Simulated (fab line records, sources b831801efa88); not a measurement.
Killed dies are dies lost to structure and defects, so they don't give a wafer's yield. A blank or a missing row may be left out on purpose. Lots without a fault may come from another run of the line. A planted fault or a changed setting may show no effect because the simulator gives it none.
One fault seen from 2 desks | flow gf180mcu | each desk has only its own numbers; what lay behind them comes last

THE METROLOGY DESK
What the gauges read, lot by lot, whatever tool the lot ran on: means of the sampled wafers that have a number. A lot is out of limits, marked OUT, if its mean lies more than 4 standard deviations from the usual mean; the brackets give that distance.
Columns: A = NWELL_TW at GF_NWELL_TW_MEAS_11, usual 1584; B = LVPWELL_OVL at GF_LVPWELL_OVL_MEAS_07, usual 0.4 nm; C = VT_IMPLANT_01_OVL at GF_VT_IMPLANT_OVL_MEAS_18, usual -0.7 nm; D = VT_IMPLANT_2_TW at GF_VT_IMPLANT_TW_MEAS_21, usual 1228
lot  | first seen here | A    | B    | C    | D
L282 | day 3 07:00     | 1572 | -2.8 | -0.6 | 1213
L287 | day 4 11:11     | 1602 | 0.9  | -1.5 | 1231
L288 | day 4 15:26     | 1573 | 0.3  | -1.8 | 1241
L293 | day 5 20:36     | 1612 | -1.3 | -1.3 | 1266
L294 | day 5 23:42     | 1568 | 1.1  | -1.9 | 1278 (+4.6) OUT
L296 | day 6 12:09     | 1564 | -0.3 | -0.1 | 1230
L297 | day 6 17:26     | 1567 | -0.3 | -0.4 | 1242
L298 | day 6 23:36     | 1563 | 1.2  | -0.4 | 1221
L300 | day 7 10:05     | 1564 | 1.9  | -0.3 | 1237
L301 | day 7 17:02     | 1568 | 0.9  | -0.8 | 1233
L302 | day 7 21:51     | 1603 | -0.9 | 0.7  | 1244
L303 | day 8 01:51     | 1584 | 1.6  | -2.7 | 1225
L304 | day 8 07:55     | 1610 | -0.4 | -0.8 | 1217
L305 | day 8 15:39     | 1607 | 0.9  | -0.7 | 1234
This desk's finding: out of limits on L294; first on L294, day 9 09:13 (VT_IMPLANT_2_TW at GF_VT_IMPLANT_TW_MEAS_21). In limits: L282, L287, L288, L293, L296, L297, L298, L300, L301, L302, L303, L304, L305.

THE TOOL OWNER'S DESK: implanter-03
The tool's own readings at GF_VT_IMPLANT_IMPLANT_19: means of the sampled wafers that have a number, for each lot that ran on this tool. A lot is out of limits, marked OUT, if its mean lies more than 4 standard deviations from the usual mean; the brackets give that distance.
Columns: A = beam_energy_keV at GF_VT_IMPLANT_IMPLANT_19, usual 99.997
lot  | first seen here | A
L293 | day 9 05:04     | 110.887 (+99 or more) OUT
L294 | day 9 08:59     | 110.923 (+99 or more) OUT
This desk's finding: out of limits on L293, L294; first on L293, day 9 05:04 (beam_energy_keV at GF_VT_IMPLANT_IMPLANT_19). In limits: none.

PUT TOGETHER
The tool owner's desk could have raised an alarm at day 9 05:04, on L293, L294.
The metrology desk could have raised an alarm at day 9 09:13, on L294.
The metrology desk has L293 on record, within its limits.
Of the lots named, all ran GF_VT_IMPLANT_IMPLANT_19 on implanter-03.

WHAT THE SIMULATOR HAD PUT IN
Process parameter drift: implanter-03, from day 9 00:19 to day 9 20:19, at GF_VT_IMPLANT_IMPLANT_19. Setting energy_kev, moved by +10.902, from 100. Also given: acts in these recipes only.
Lots struck among those shown: L293, L294.
Hours from the fault's start to each desk's first reading out of limits: the tool owner's desk, 5; the metrology desk, 9.
